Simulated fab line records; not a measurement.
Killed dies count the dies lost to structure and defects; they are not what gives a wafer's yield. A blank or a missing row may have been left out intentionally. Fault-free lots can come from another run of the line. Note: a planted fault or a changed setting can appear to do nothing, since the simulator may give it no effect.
fab line records :: flow gf180mcu :: part 2 of 2: steps 37 to 46 of 46
record
  lots=5
  wafers=15
  lastDay=33
route steps=602 shown VT_IMPLANT@94 MVSD@136 NWELL@137 LVPWELL@138 MVPSD@139
lots that met no fault: taken from a fault-free run of the same line
startH: start of the lot's first displayed wafer, in hours after the record's first day :: waitH: how many hours have passed since the lot's step before this one :: " identical to the entry in the row above :: L1.1+2: a single row standing in for several wafers :: - either no value or no given start :: * or withheld: withheld :: < > ~ a bound
route shown NAME@n: NAME is a module with steps in the file, n the number in the route of the first one :: usual: the fault-free wafers' mean and standard deviation :: same: alike in all rows :: chamber/n: place in a boat :: sites: the reading at each site :: _std_site: standard deviation of those values :: _edge_site: mean of outer sites minus mean of inner sites :: radiusMm: how far each site lies from the wafer's centre :: mask NAME#n: copy n :: behind: the tool/chamber that last shaped the wafer :: hold: what put the lot on hold/how long, in hours/how the hold closed :: device: which transistor (n, p or np) failed to switch :: end of line: at the end of the route, the tests of the same wafers :: step lacking rows: just its recipe :: killed: count of dies lost to structure and defects at first sort (not the wafer's yield) :: map: per-die view of a wafer (x killed, . not killed, _ where there is no die)
set.NAME: the run value of the setting; set.NAME@STEP: its run value at that earlier step :: model.NAME: the simulator's own value behind a step, which no gauge read
lots at selected steps of the route; one table per step, one row per wafer
services: from which hour (startH, from the record's first day; less than 0 if before it) a tool's chamber was out of use, for how many hours, and why
## steps
# step GF_VT_IMPLANT_OVL_MEAS_40
# usual
  VT_IMPLANT_03_OVL=0.3/1.4
lot.wafer: L076.2
tool: overlay-01
chamber: -
startH: 169.07
waitH: 0.1
VT_IMPLANT_03_OVL[nm]: 0.5

lot.wafer: L076.4
tool: overlay-01
chamber: -
startH: 169.07
waitH: 0.1
VT_IMPLANT_03_OVL[nm]: 2.0

lot.wafer: L076.5
tool: overlay-01
chamber: -
startH: 169.07
waitH: 0.1
VT_IMPLANT_03_OVL[nm]: 0.6

lot.wafer: L081.1
tool: overlay-02
chamber: -
startH: 204.95
waitH: 0.1
VT_IMPLANT_03_OVL[nm]: 1.4

lot.wafer: L081.5
tool: overlay-02
chamber: -
startH: 204.95
waitH: 0.1
VT_IMPLANT_03_OVL[nm]: -0.6

lot.wafer: L081.6
tool: overlay-02
chamber: -
startH: 204.95
waitH: 0.1
VT_IMPLANT_03_OVL[nm]: -1.3

lot.wafer: L082.2
tool: overlay-02
chamber: -
startH: 209.52
waitH: 0.1
VT_IMPLANT_03_OVL[nm]: 0.5

lot.wafer: L082.4
tool: overlay-02
chamber: -
startH: 209.52
waitH: 0.1
VT_IMPLANT_03_OVL[nm]: 0.9

lot.wafer: L082.5
tool: overlay-02
chamber: -
startH: 209.52
waitH: 0.1
VT_IMPLANT_03_OVL[nm]: 0.5

lot.wafer: L086.1
tool: overlay-02
chamber: -
startH: 237.55
waitH: 0.1
VT_IMPLANT_03_OVL[nm]: 0.1

lot.wafer: L086.3
tool: overlay-02
chamber: -
startH: 237.55
waitH: 0.1
VT_IMPLANT_03_OVL[nm]: 1.0

lot.wafer: L086.6
tool: overlay-02
chamber: -
startH: 237.55
waitH: 0.1
VT_IMPLANT_03_OVL[nm]: 1.2

lot.wafer: L091.4
tool: overlay-02
chamber: -
startH: 271.17
waitH: 0.1
VT_IMPLANT_03_OVL[nm]: 2.4

lot.wafer: L091.5
tool: overlay-02
chamber: -
startH: 271.17
waitH: 0.1
VT_IMPLANT_03_OVL[nm]: 3.4

lot.wafer: L091.6
tool: overlay-02
chamber: -
startH: 271.17
waitH: 0.1
VT_IMPLANT_03_OVL[nm]: 3.3
# step GF_VT_IMPLANT_IMPLANT_41
# recipe
  species=As
  energyKev=70
  doseCm2=1.013e+12
  tiltDeg=7
lot.wafer: L076.2+4+5
tool: implanter-04
chamber: 0
startH: 169.13
waitH: 0.0

lot.wafer: L081.1+5+6
tool: implanter-02
chamber: 0
startH: 204.99
waitH: 0.0

lot.wafer: L082.2+4+5
tool: implanter-02
chamber: 0
startH: 209.58
waitH: 0.0

lot.wafer: L086.1+3+6
tool: implanter-02
chamber: 0
startH: 237.59
waitH: 0.0

lot.wafer: L091.4+5+6
tool: implanter-01
chamber: 0
startH: 271.26
waitH: 0.1
# step GF_VT_IMPLANT_STRIP_42
# recipe
  chemistry=O2/N2
  powerW=1400
  pressureMtorr=1500
  platenTempC=250
  o2FlowSccm=3000
  n2FlowSccm=300
  overashFraction=0.5
# usual
  drypumpMotorCurrentA=5.6/0.44
  heaterPowerW=321/23
  oesProductAu=0.715/0.0044
  stripTimeToEndpointS=12.64/0.032
# same
  overashFraction=0.5
lot.wafer: L076.2
tool: plasmaAsher-03
chamber: 1
startH: 169.25
waitH: 0.1
drypumpMotorCurrentA: 5.6
heaterPowerW: 281
oesProductAu: 0.717
rfHoursCounterH: 4
stripTimeToEndpointS: 12.65

lot.wafer: L076.4
tool: plasmaAsher-03
chamber: 1
startH: 169.25
waitH: 0.1
drypumpMotorCurrentA: 5.6
heaterPowerW: 285
oesProductAu: 0.719
rfHoursCounterH: -
stripTimeToEndpointS: 12.64

lot.wafer: L076.5
tool: plasmaAsher-03
chamber: 0
startH: 169.25
waitH: 0.1
drypumpMotorCurrentA: 5.7
heaterPowerW: 310
oesProductAu: 0.719
rfHoursCounterH: -
stripTimeToEndpointS: 12.65

lot.wafer: L081.1
tool: plasmaAsher-02
chamber: 0
startH: 205.14
waitH: 0.1
drypumpMotorCurrentA: 6.0
heaterPowerW: 355
oesProductAu: 0.713
rfHoursCounterH: 54
stripTimeToEndpointS: 12.67

lot.wafer: L081.5
tool: plasmaAsher-02
chamber: 0
startH: 205.14
waitH: 0.1
drypumpMotorCurrentA: 6.0
heaterPowerW: 351
oesProductAu: 0.720
rfHoursCounterH: -
stripTimeToEndpointS: 12.67

lot.wafer: L081.6
tool: plasmaAsher-02
chamber: 1
startH: 205.14
waitH: 0.1
drypumpMotorCurrentA: 4.8
heaterPowerW: 324
oesProductAu: 0.713
rfHoursCounterH: -
stripTimeToEndpointS: 12.64

lot.wafer: L082.2
tool: plasmaAsher-03
chamber: 1
startH: 209.70
waitH: 0.1
drypumpMotorCurrentA: 5.6
heaterPowerW: 273
oesProductAu: 0.720
rfHoursCounterH: 7
stripTimeToEndpointS: 12.64

lot.wafer: L082.4
tool: plasmaAsher-03
chamber: 1
startH: 209.70
waitH: 0.1
drypumpMotorCurrentA: 5.6
heaterPowerW: 277
oesProductAu: 0.719
rfHoursCounterH: -
stripTimeToEndpointS: 12.64

lot.wafer: L082.5
tool: plasmaAsher-03
chamber: 0
startH: 209.70
waitH: 0.1
drypumpMotorCurrentA: 5.7
heaterPowerW: 319
oesProductAu: 0.723
rfHoursCounterH: -
stripTimeToEndpointS: 12.64

lot.wafer: L086.1
tool: plasmaAsher-02
chamber: 1
startH: 237.74
waitH: 0.1
drypumpMotorCurrentA: 4.8
heaterPowerW: 325
oesProductAu: 0.715
rfHoursCounterH: 57
stripTimeToEndpointS: 12.61

lot.wafer: L086.3
tool: plasmaAsher-02
chamber: 1
startH: 237.74
waitH: 0.1
drypumpMotorCurrentA: 4.8
heaterPowerW: 321
oesProductAu: 0.715
rfHoursCounterH: -
stripTimeToEndpointS: 12.63

lot.wafer: L086.6
tool: plasmaAsher-02
chamber: 1
startH: 237.74
waitH: 0.1
drypumpMotorCurrentA: 4.8
heaterPowerW: 327
oesProductAu: 0.713
rfHoursCounterH: -
stripTimeToEndpointS: 12.64

lot.wafer: L091.4
tool: plasmaAsher-04
chamber: 0
startH: 271.37
waitH: 0.1
drypumpMotorCurrentA: 5.4
heaterPowerW: 330
oesProductAu: 0.713
rfHoursCounterH: -
stripTimeToEndpointS: 12.65

lot.wafer: L091.5
tool: plasmaAsher-04
chamber: 0
startH: 271.37
waitH: 0.1
drypumpMotorCurrentA: 5.4
heaterPowerW: 344
oesProductAu: 0.715
rfHoursCounterH: -
stripTimeToEndpointS: 12.61

lot.wafer: L091.6
tool: plasmaAsher-04
chamber: 1
startH: 271.37
waitH: 0.1
drypumpMotorCurrentA: 6.1
heaterPowerW: 357
oesProductAu: 0.715
rfHoursCounterH: -
stripTimeToEndpointS: 12.64
# step GF_VT_IMPLANT_TW_MEAS_43
# usual
  VT_IMPLANT_4_TW=689/5.2
lot.wafer: L076.2
tool: filmMetro-02
chamber: -
startH: 169.36
waitH: 0.1
VT_IMPLANT_4_TW: 690

lot.wafer: L076.4
tool: filmMetro-02
chamber: -
startH: 169.36
waitH: 0.1
VT_IMPLANT_4_TW: 685

lot.wafer: L076.5
tool: filmMetro-02
chamber: -
startH: 169.36
waitH: 0.1
VT_IMPLANT_4_TW: 689

lot.wafer: L081.1
tool: filmMetro-03
chamber: -
startH: 205.24
waitH: 0.1
VT_IMPLANT_4_TW: 683

lot.wafer: L081.5
tool: filmMetro-03
chamber: -
startH: 205.24
waitH: 0.1
VT_IMPLANT_4_TW: 682

lot.wafer: L081.6
tool: filmMetro-03
chamber: -
startH: 205.24
waitH: 0.1
VT_IMPLANT_4_TW: 686

lot.wafer: L082.2
tool: filmMetro-04
chamber: -
startH: 209.81
waitH: 0.1
VT_IMPLANT_4_TW: 692

lot.wafer: L082.4
tool: filmMetro-04
chamber: -
startH: 209.81
waitH: 0.1
VT_IMPLANT_4_TW: 692

lot.wafer: L082.5
tool: filmMetro-04
chamber: -
startH: 209.81
waitH: 0.1
VT_IMPLANT_4_TW: 693

lot.wafer: L086.1
tool: filmMetro-02
chamber: -
startH: 237.84
waitH: 0.1
VT_IMPLANT_4_TW: 684

lot.wafer: L086.3
tool: filmMetro-02
chamber: -
startH: 237.84
waitH: 0.1
VT_IMPLANT_4_TW: 682

lot.wafer: L086.6
tool: filmMetro-02
chamber: -
startH: 237.84
waitH: 0.1
VT_IMPLANT_4_TW: 683

lot.wafer: L091.4
tool: filmMetro-04
chamber: -
startH: 271.47
waitH: 0.1
VT_IMPLANT_4_TW: 692

lot.wafer: L091.5
tool: filmMetro-04
chamber: -
startH: 271.47
waitH: 0.1
VT_IMPLANT_4_TW: 693

lot.wafer: L091.6
tool: filmMetro-04
chamber: -
startH: 271.47
waitH: 0.1
VT_IMPLANT_4_TW: 694
# step GF_VT_IMPLANT_CLEAN_44
# recipe
  chemistry=SC1/SC2
  mix=1:4:20
  tempC=70
  timeS=150
  dry=n2Spin
# usual
  tempC=70.01/0.12
# same
  timeS=150
lot.wafer: L076.2
tool: wetBench-01
chamber: 3
startH: 169.41
waitH: 0.0
tempC: 70.13

lot.wafer: L076.4
tool: wetBench-01
chamber: 3
startH: 169.41
waitH: 0.0
tempC: 69.89

lot.wafer: L076.5
tool: wetBench-01
chamber: 3
startH: 169.41
waitH: 0.0
tempC: 70.07

lot.wafer: L081.1
tool: wetBench-02
chamber: 1
startH: 205.30
waitH: 0.1
tempC: 69.79

lot.wafer: L081.5
tool: wetBench-02
chamber: 1
startH: 205.30
waitH: 0.1
tempC: 69.96

lot.wafer: L081.6
tool: wetBench-02
chamber: 1
startH: 205.30
waitH: 0.1
tempC: 69.94

lot.wafer: L082.2
tool: wetBench-01
chamber: 2
startH: 209.86
waitH: 0.0
tempC: 70.10

lot.wafer: L082.4
tool: wetBench-01
chamber: 2
startH: 209.86
waitH: 0.0
tempC: 69.92

lot.wafer: L082.5
tool: wetBench-01
chamber: 2
startH: 209.86
waitH: 0.0
tempC: 70.22

lot.wafer: L086.1
tool: wetBench-01
chamber: 2
startH: 237.90
waitH: 0.1
tempC: 70.14

lot.wafer: L086.3
tool: wetBench-01
chamber: 2
startH: 237.90
waitH: 0.1
tempC: 70.16

lot.wafer: L086.6
tool: wetBench-01
chamber: 2
startH: 237.90
waitH: 0.1
tempC: 70.04

lot.wafer: L091.4
tool: wetBench-03
chamber: 3
startH: 271.50
waitH: 0.0
tempC: 69.93

lot.wafer: L091.5
tool: wetBench-03
chamber: 3
startH: 271.50
waitH: 0.0
tempC: 69.97

lot.wafer: L091.6
tool: wetBench-03
chamber: 3
startH: 271.50
waitH: 0.0
tempC: 70.02
# step GF_VT_IMPLANT_RTA_45
# recipe
  tempC=1050
  timeS=30
  ambient=N2
# usual
  lampPowerPct=37.1/0.59
  wafer_temp_C_max=1055.0/0.94
# same
  timeS=30
lot.wafer: L076.2
tool: rtpAnneal-02
chamber: 0
startH: 169.48
waitH: 0.0
lampPowerPct: 36.3
wafer_temp_C_max: 1055.5

lot.wafer: L076.4
tool: rtpAnneal-02
chamber: 0
startH: 169.48
waitH: 0.0
lampPowerPct: 36.3
wafer_temp_C_max: 1055.5

lot.wafer: L076.5
tool: rtpAnneal-02
chamber: 0
startH: 169.48
waitH: 0.0
lampPowerPct: 36.3
wafer_temp_C_max: 1054.8

lot.wafer: L081.1
tool: rtpAnneal-01
chamber: 0
startH: 205.35
waitH: 0.0
lampPowerPct: 37.5
wafer_temp_C_max: 1055.1

lot.wafer: L081.5
tool: rtpAnneal-01
chamber: 0
startH: 205.35
waitH: 0.0
lampPowerPct: 37.6
wafer_temp_C_max: 1057.4

lot.wafer: L081.6
tool: rtpAnneal-01
chamber: 0
startH: 205.35
waitH: 0.0
lampPowerPct: 37.5
wafer_temp_C_max: 1055.5

lot.wafer: L082.2
tool: rtpAnneal-01
chamber: 0
startH: 209.93
waitH: 0.0
lampPowerPct: 37.5
wafer_temp_C_max: 1054.3

lot.wafer: L082.4
tool: rtpAnneal-01
chamber: 0
startH: 209.93
waitH: 0.0
lampPowerPct: 37.5
wafer_temp_C_max: 1056.2

lot.wafer: L082.5
tool: rtpAnneal-01
chamber: 0
startH: 209.93
waitH: 0.0
lampPowerPct: 37.5
wafer_temp_C_max: 1055.3

lot.wafer: L086.1
tool: rtpAnneal-01
chamber: 0
startH: 237.95
waitH: 0.0
lampPowerPct: 37.5
wafer_temp_C_max: 1055.0

lot.wafer: L086.3
tool: rtpAnneal-01
chamber: 0
startH: 237.95
waitH: 0.0
lampPowerPct: 37.5
wafer_temp_C_max: 1056.0

lot.wafer: L086.6
tool: rtpAnneal-01
chamber: 0
startH: 237.95
waitH: 0.0
lampPowerPct: 37.5
wafer_temp_C_max: 1055.7

lot.wafer: L091.4
tool: rtpAnneal-01
chamber: 0
startH: 271.60
waitH: 0.1
lampPowerPct: 37.5
wafer_temp_C_max: 1053.3

lot.wafer: L091.5
tool: rtpAnneal-01
chamber: 0
startH: 271.60
waitH: 0.1
lampPowerPct: 37.4
wafer_temp_C_max: 1053.4

lot.wafer: L091.6
tool: rtpAnneal-01
chamber: 0
startH: 271.60
waitH: 0.1
lampPowerPct: 37.5
wafer_temp_C_max: 1053.6
# step GF_VT_IMPLANT_RS_MEAS_46
# recipe
  thkMeasGauge=four-point-probe
# usual
  MVSD_RS=445.3/1.3
lot.wafer: L076.2
tool: filmMetro-01
chamber: -
startH: 169.58
waitH: 0.1
MVSD_RS[ohm/sq]: 445.1

lot.wafer: L076.4
tool: filmMetro-01
chamber: -
startH: 169.58
waitH: 0.1
MVSD_RS[ohm/sq]: 445.4

lot.wafer: L076.5
tool: filmMetro-01
chamber: -
startH: 169.58
waitH: 0.1
MVSD_RS[ohm/sq]: 445.6

lot.wafer: L081.1
tool: filmMetro-02
chamber: -
startH: 205.45
waitH: 0.1
MVSD_RS[ohm/sq]: 444.1

lot.wafer: L081.5
tool: filmMetro-02
chamber: -
startH: 205.45
waitH: 0.1
MVSD_RS[ohm/sq]: 444.3

lot.wafer: L081.6
tool: filmMetro-02
chamber: -
startH: 205.45
waitH: 0.1
MVSD_RS[ohm/sq]: 443.4

lot.wafer: L082.2
tool: filmMetro-02
chamber: -
startH: 210.03
waitH: 0.1
MVSD_RS[ohm/sq]: 444.6

lot.wafer: L082.4
tool: filmMetro-02
chamber: -
startH: 210.03
waitH: 0.1
MVSD_RS[ohm/sq]: 442.9

lot.wafer: L082.5
tool: filmMetro-02
chamber: -
startH: 210.03
waitH: 0.1
MVSD_RS[ohm/sq]: 444.7

lot.wafer: L086.1
tool: filmMetro-02
chamber: -
startH: 238.05
waitH: 0.1
MVSD_RS[ohm/sq]: 445.2

lot.wafer: L086.3
tool: filmMetro-02
chamber: -
startH: 238.05
waitH: 0.1
MVSD_RS[ohm/sq]: 444.3

lot.wafer: L086.6
tool: filmMetro-02
chamber: -
startH: 238.05
waitH: 0.1
MVSD_RS[ohm/sq]: 444.4

lot.wafer: L091.4
tool: filmMetro-02
chamber: -
startH: 271.71
waitH: 0.1
MVSD_RS[ohm/sq]: 444.2

lot.wafer: L091.5
tool: filmMetro-02
chamber: -
startH: 271.71
waitH: 0.1
MVSD_RS[ohm/sq]: 444.0

lot.wafer: L091.6
tool: filmMetro-02
chamber: -
startH: 271.71
waitH: 0.1
MVSD_RS[ohm/sq]: 442.9
# step GF_VT_IMPLANT_RS_MEAS_47
# recipe
  thkMeasGauge=four-point-probe
# usual
  NWELL_RS=486.6/1.4
lot.wafer: L076.2
tool: filmMetro-01
chamber: -
startH: 169.70
waitH: 0.1
NWELL_RS[ohm/sq]: 484.4

lot.wafer: L076.4
tool: filmMetro-01
chamber: -
startH: 169.70
waitH: 0.1
NWELL_RS[ohm/sq]: 484.7

lot.wafer: L076.5
tool: filmMetro-01
chamber: -
startH: 169.70
waitH: 0.1
NWELL_RS[ohm/sq]: 484.8

lot.wafer: L081.1
tool: filmMetro-02
chamber: -
startH: 205.57
waitH: 0.1
NWELL_RS[ohm/sq]: 486.9

lot.wafer: L081.5
tool: filmMetro-02
chamber: -
startH: 205.57
waitH: 0.1
NWELL_RS[ohm/sq]: 485.7

lot.wafer: L081.6
tool: filmMetro-02
chamber: -
startH: 205.57
waitH: 0.1
NWELL_RS[ohm/sq]: 484.4

lot.wafer: L082.2
tool: filmMetro-02
chamber: -
startH: 210.15
waitH: 0.1
NWELL_RS[ohm/sq]: 486.6

lot.wafer: L082.4
tool: filmMetro-02
chamber: -
startH: 210.15
waitH: 0.1
NWELL_RS[ohm/sq]: 488.1

lot.wafer: L082.5
tool: filmMetro-02
chamber: -
startH: 210.15
waitH: 0.1
NWELL_RS[ohm/sq]: 486.7

lot.wafer: L086.1
tool: filmMetro-02
chamber: -
startH: 238.17
waitH: 0.1
NWELL_RS[ohm/sq]: 487.5

lot.wafer: L086.3
tool: filmMetro-02
chamber: -
startH: 238.17
waitH: 0.1
NWELL_RS[ohm/sq]: 485.7

lot.wafer: L086.6
tool: filmMetro-02
chamber: -
startH: 238.17
waitH: 0.1
NWELL_RS[ohm/sq]: 486.1

lot.wafer: L091.4
tool: filmMetro-02
chamber: -
startH: 271.83
waitH: 0.1
NWELL_RS[ohm/sq]: 487.6

lot.wafer: L091.5
tool: filmMetro-02
chamber: -
startH: 271.83
waitH: 0.1
NWELL_RS[ohm/sq]: 488.3

lot.wafer: L091.6
tool: filmMetro-02
chamber: -
startH: 271.83
waitH: 0.1
NWELL_RS[ohm/sq]: 486.5
# step GF_VT_IMPLANT_RS_MEAS_48
# recipe
  thkMeasGauge=four-point-probe
# usual
  LVPWELL_RS=1194/3.4
lot.wafer: L076.2
tool: filmMetro-01
chamber: -
startH: 169.82
waitH: 0.1
LVPWELL_RS[ohm/sq]: 1197

lot.wafer: L076.4
tool: filmMetro-01
chamber: -
startH: 169.82
waitH: 0.1
LVPWELL_RS[ohm/sq]: 1196

lot.wafer: L076.5
tool: filmMetro-01
chamber: -
startH: 169.82
waitH: 0.1
LVPWELL_RS[ohm/sq]: 1196

lot.wafer: L081.1
tool: filmMetro-02
chamber: -
startH: 205.69
waitH: 0.1
LVPWELL_RS[ohm/sq]: 1191

lot.wafer: L081.5
tool: filmMetro-02
chamber: -
startH: 205.69
waitH: 0.1
LVPWELL_RS[ohm/sq]: 1193

lot.wafer: L081.6
tool: filmMetro-02
chamber: -
startH: 205.69
waitH: 0.1
LVPWELL_RS[ohm/sq]: 1192

lot.wafer: L082.2
tool: filmMetro-02
chamber: -
startH: 210.27
waitH: 0.1
LVPWELL_RS[ohm/sq]: 1196

lot.wafer: L082.4
tool: filmMetro-02
chamber: -
startH: 210.27
waitH: 0.1
LVPWELL_RS[ohm/sq]: 1194

lot.wafer: L082.5
tool: filmMetro-02
chamber: -
startH: 210.27
waitH: 0.1
LVPWELL_RS[ohm/sq]: 1191

lot.wafer: L086.1
tool: filmMetro-02
chamber: -
startH: 238.29
waitH: 0.1
LVPWELL_RS[ohm/sq]: 1195

lot.wafer: L086.3
tool: filmMetro-02
chamber: -
startH: 238.29
waitH: 0.1
LVPWELL_RS[ohm/sq]: 1189

lot.wafer: L086.6
tool: filmMetro-02
chamber: -
startH: 238.29
waitH: 0.1
LVPWELL_RS[ohm/sq]: 1193

lot.wafer: L091.4
tool: filmMetro-02
chamber: -
startH: 271.95
waitH: 0.1
LVPWELL_RS[ohm/sq]: 1196

lot.wafer: L091.5
tool: filmMetro-02
chamber: -
startH: 271.95
waitH: 0.1
LVPWELL_RS[ohm/sq]: 1198

lot.wafer: L091.6
tool: filmMetro-02
chamber: -
startH: 271.95
waitH: 0.1
LVPWELL_RS[ohm/sq]: 1200
# step GF_VT_IMPLANT_RS_MEAS_49
# recipe
  thkMeasGauge=four-point-probe
# usual
  MVPSD_RS=1166/3.2
lot.wafer: L076.2
tool: filmMetro-01
chamber: -
startH: 169.94
waitH: 0.1
MVPSD_RS[ohm/sq]: 1169

lot.wafer: L076.4
tool: filmMetro-01
chamber: -
startH: 169.94
waitH: 0.1
MVPSD_RS[ohm/sq]: 1168

lot.wafer: L076.5
tool: filmMetro-01
chamber: -
startH: 169.94
waitH: 0.1
MVPSD_RS[ohm/sq]: 1167

lot.wafer: L081.1
tool: filmMetro-02
chamber: -
startH: 205.81
waitH: 0.1
MVPSD_RS[ohm/sq]: 1169

lot.wafer: L081.5
tool: filmMetro-02
chamber: -
startH: 205.81
waitH: 0.1
MVPSD_RS[ohm/sq]: 1172

lot.wafer: L081.6
tool: filmMetro-02
chamber: -
startH: 205.81
waitH: 0.1
MVPSD_RS[ohm/sq]: 1167

lot.wafer: L082.2
tool: filmMetro-02
chamber: -
startH: 210.39
waitH: 0.1
MVPSD_RS[ohm/sq]: 1161

lot.wafer: L082.4
tool: filmMetro-02
chamber: -
startH: 210.39
waitH: 0.1
MVPSD_RS[ohm/sq]: 1161

lot.wafer: L082.5
tool: filmMetro-02
chamber: -
startH: 210.39
waitH: 0.1
MVPSD_RS[ohm/sq]: 1159

lot.wafer: L086.1
tool: filmMetro-02
chamber: -
startH: 238.41
waitH: 0.1
MVPSD_RS[ohm/sq]: 1167

lot.wafer: L086.3
tool: filmMetro-02
chamber: -
startH: 238.41
waitH: 0.1
MVPSD_RS[ohm/sq]: 1167

lot.wafer: L086.6
tool: filmMetro-02
chamber: -
startH: 238.41
waitH: 0.1
MVPSD_RS[ohm/sq]: 1167

lot.wafer: L091.4
tool: filmMetro-02
chamber: -
startH: 272.07
waitH: 0.1
MVPSD_RS[ohm/sq]: 1162

lot.wafer: L091.5
tool: filmMetro-02
chamber: -
startH: 272.07
waitH: 0.1
MVPSD_RS[ohm/sq]: 1162

lot.wafer: L091.6
tool: filmMetro-02
chamber: -
startH: 272.07
waitH: 0.1
MVPSD_RS[ohm/sq]: 1163
## services
tool: plasmaAsher-03
chamber: -
startH: 108.75
hours: 9.0
kind: pm

tool: plasmaAsher-03
chamber: 0
startH: 108.75
hours: 9.0
kind: ventCycle

tool: plasmaAsher-03
chamber: 1
startH: 108.75
hours: 9.0
kind: ventCycle

tool: rtpAnneal-02
chamber: -
startH: 115.72
hours: 4.6
kind: pm

tool: plasmaAsher-03
chamber: 0
startH: 117.75
hours: -
kind: clean

tool: plasmaAsher-03
chamber: 1
startH: 117.75
hours: -
kind: clean

tool: ilineStepper-02
chamber: -
startH: 133.74
hours: 1.7
kind: pm

tool: plasmaAsher-03
chamber: -
startH: 136.71
hours: 14.6
kind: pm

tool: ilineStepper-02
chamber: -
startH: 137.56
hours: 6.8
kind: repair

tool: implanter-02
chamber: -
startH: 174.84
hours: 3.3
kind: pm

tool: plasmaAsher-03
chamber: -
startH: 192.44
hours: 9.9
kind: repair

tool: implanter-01
chamber: -
startH: 207.03
hours: 3.4
kind: repair

tool: implanter-01
chamber: -
startH: 207.11
hours: 0.9
kind: repair

tool: implanter-01
chamber: -
startH: 209.00
hours: 0.8
kind: repair

tool: implanter-01
chamber: -
startH: 213.06
hours: 2.7
kind: repair

tool: plasmaAsher-03
chamber: -
startH: 213.37
hours: 2.8
kind: pm

tool: implanter-01
chamber: -
startH: 227.07
hours: 5.7
kind: pm

tool: plasmaAsher-04
chamber: -
startH: 238.14
hours: 20.3
kind: repair

tool: implanter-04
chamber: -
startH: 248.43
hours: 5.0
kind: pm

tool: ilineStepper-02
chamber: 0
startH: 258.18
hours: -
kind: calibration

tool: ilineStepper-01
chamber: -
startH: 258.67
hours: 2.2
kind: repair

tool: ilineStepper-01
chamber: 0
startH: 259.84
hours: -
kind: calibration
